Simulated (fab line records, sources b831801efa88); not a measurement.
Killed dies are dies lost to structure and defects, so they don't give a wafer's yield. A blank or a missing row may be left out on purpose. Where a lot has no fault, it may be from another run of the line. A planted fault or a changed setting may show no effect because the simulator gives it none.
Struck lot and sound lot, side by side + flow gf180mcu + 31 out of 602 route steps
Sound: the wafers L310.1, L310.3, L310.5. Struck: wafer L319.6 (L319.1, L319.2, from the same lot, were not struck and are left out); the cause is given at the end.
Per side, at each step with rows, come the tool, then ch with its chambers, and then its first start. Under that, the readings that differ: sound wafers + struck wafers + difference of the means + sigmas: that difference in standard deviations of wafers without a fault.
alike: same words and numbers on both sides, and readings whose means sit less than 2 such deviations apart. not compared: any withheld reading, any reading some wafer has no value for, any bound like >300 that may hide the same value, and any number with overlapping values for which the record gives no deviation.
The two part at a step that has a row with sigmas, a row that says differs or no value, or rows on one side only. When numbers do not overlap yet have no deviation, they are printed without sigmas and do not part them. A reading missing from all wafers of one side parts the sides only when that side holds two or more wafers.

first, 9 steps without rows for these wafers: GF_M2_SOFTBAKE_10 (time 60 s); GF_M2_EXPOSE_11 (exposes mask Metal2, target cd 280 nm); GF_M2_PEB_12 (peb time 90 s); GF_M2_DEVELOP_13 (develop time 60 s); GF_M2_METAL_ETCH_16 (etches the open film in Cl2/BCl3, stops on SiO2, target depth 750.8 nm, time 125.1 s); GF_M2_STRIP_17 (strips in O2/N2); GF_M2_STRIP_18 (strips in post etch residue remover, time 1200 s); GF_M2_CLEAN_19 (cleans in DIW); GF_V2_CVD_00 (deposits SiO2, target thk 600 nm, time 100 s).
GF_V2_CVD_02: deposits SiO2 from TEOS, target thk 850 nm, time 94.851 s.
  sound on pecvd-03 ch 0,1, day 21 16:23; struck on pecvd-03 ch 1, day 25 01:00
| reading                            | sound             | struck | difference | sigmas |
|------------------------------------|-------------------|--------|------------|--------|
| model.SiO2_of_V2_CVD_02.thkNm (nm) | 840.1 848.8 864.1 | 521.4  | -329.6     |        |
  alike: heaterPowerW, rfFwdPowerW, susceptorTempC
GF_V2_THK_MEAS_03:
  sound: filmMetro-02 at day 21 16:28; struck: filmMetro-02 at day 25 01:19
| reading            | sound       | struck | difference | sigmas |
|--------------------|-------------|--------|------------|--------|
| V2_CVD_02_THK (nm) | 840 849 864 | 522    | -329       | -27    |
  not compared: hold
GF_V2_CMP_04: polishes SiO2.
  sound on cmp-02 ch 0,1,2, day 21 16:34; struck on cmp-01 ch 2, day 25 03:49
| reading             | sound    | struck                  | difference                   | sigmas |
|---------------------|----------|-------------------------|------------------------------|--------|
| hold                | - - -    | awaitDispo/2.0h/release | no value on the sound wafers |        |
| timeToEndpointS (s) | 79 71 83 | 42                      | -36                          | -5     |
  alike: motorCurrentA, retainingRingPressureFrac
GF_V2_BOW_MEAS_05:
  sound: filmMetro-02 at day 21 16:49; struck: filmMetro-02 at day 25 04:23
  not compared: hold, V2_BOW
then, 8 steps without rows for these wafers: GF_V2_HMDS_07 (prime time 60 s); GF_V2_COAT_08; GF_V2_COAT_09 (resist thk 1000 nm); GF_V2_SOFTBAKE_10 (time 60 s); GF_V2_EXPOSE_11 (exposes mask Via2, target cd 260 nm); GF_V2_PEB_12 (peb time 90 s); GF_V2_DEVELOP_13 (develop time 60 s); GF_V2_ETCH_16 (etches BARC in N2/H2).
GF_V2_ETCH_17: etches SiO2 in C4F8/O2/Ar, stops on TiN, target depth 630 nm.
  sound: rieDiel-01 ch 0,1; struck: rieDiel-02 ch 1
| reading                      | sound             | struck | difference | sigmas |
|------------------------------|-------------------|--------|------------|--------|
| oesProductAu (a.u.)          | 0.857 0.846 0.859 | 0.772  | -0.082     | -18    |
| model.etch.depthNm (nm)      | 633.2 631 630.6   | 521.4  | -110.2     |        |
| model.V2.featureDepthNm (nm) | 633.2 631 630.6   | 521.4  | -110.2     |        |
  alike: chamberPressureMTorr, rfFwdPowerW
then, 6 steps without rows for these wafers: GF_V2_STRIP_18 (strips in O2/N2); GF_V2_STRIP_19 (strips in post etch residue remover, time 1200 s); GF_V2_CLEAN_20 (cleans in DIW); GF_V2_SPUTTER_21 (material Ti, target thk 15 nm, time 80.02 s); GF_V2_SPUTTER_22 (material TiN, target thk 10 nm, time 40 s); GF_V2_CVD_23 (deposits W, target thk 350 nm, time 104.94 s).
GF_V2_CMP_26: polishes, stops on SiO2, t overpolish 15 s, target thk 0 nm.
  sound on cmp-02 ch 1,2,3, day 22 17:57; struck on cmp-01 ch 0, day 26 00:54
| reading                            | sound             | struck | difference | sigmas |
|------------------------------------|-------------------|--------|------------|--------|
| retainingRingPressureFrac          | 1.002 1.001 1.004 | 0.993  | -0.009     | -2     |
| model.SiO2_of_V2_CVD_02.thkNm (nm) | 629.4 627.2 626.8 | 517.7  | -110.1     |        |
  alike: motorCurrentA, overpolishRunS, timeToEndpointS
then, 1 step without rows for these wafers: GF_M3_SPUTTER_00 (material Ti, target thk 37.5 nm, time 150 s).
-- the record jumps here: 7 days lie between the struck wafers' starts before and after (it left off in module M3 and takes up again in module PASSIVATION, whose first step shown is number 602 of the route) --
GF_PASSIVATION_PROBE_99:
  sound: prober-02 at day 30 22:35; struck: prober-01 at day 33 12:37
| reading                           | sound                | struck | difference | sigmas |
|-----------------------------------|----------------------|--------|------------|--------|
| model.etest.met3Comb.leakLog10AUm | -12.03 -12.02 -11.99 | -7.269 | +4.744     |        |
  not compared: model.etest.via2Chain.rcOhm

== WHERE THEY PART ==
At GF_V2_THK_MEAS_03 first; at GF_V2_CMP_26 last (within this record only).

WHY: whatever the simulator had introduced
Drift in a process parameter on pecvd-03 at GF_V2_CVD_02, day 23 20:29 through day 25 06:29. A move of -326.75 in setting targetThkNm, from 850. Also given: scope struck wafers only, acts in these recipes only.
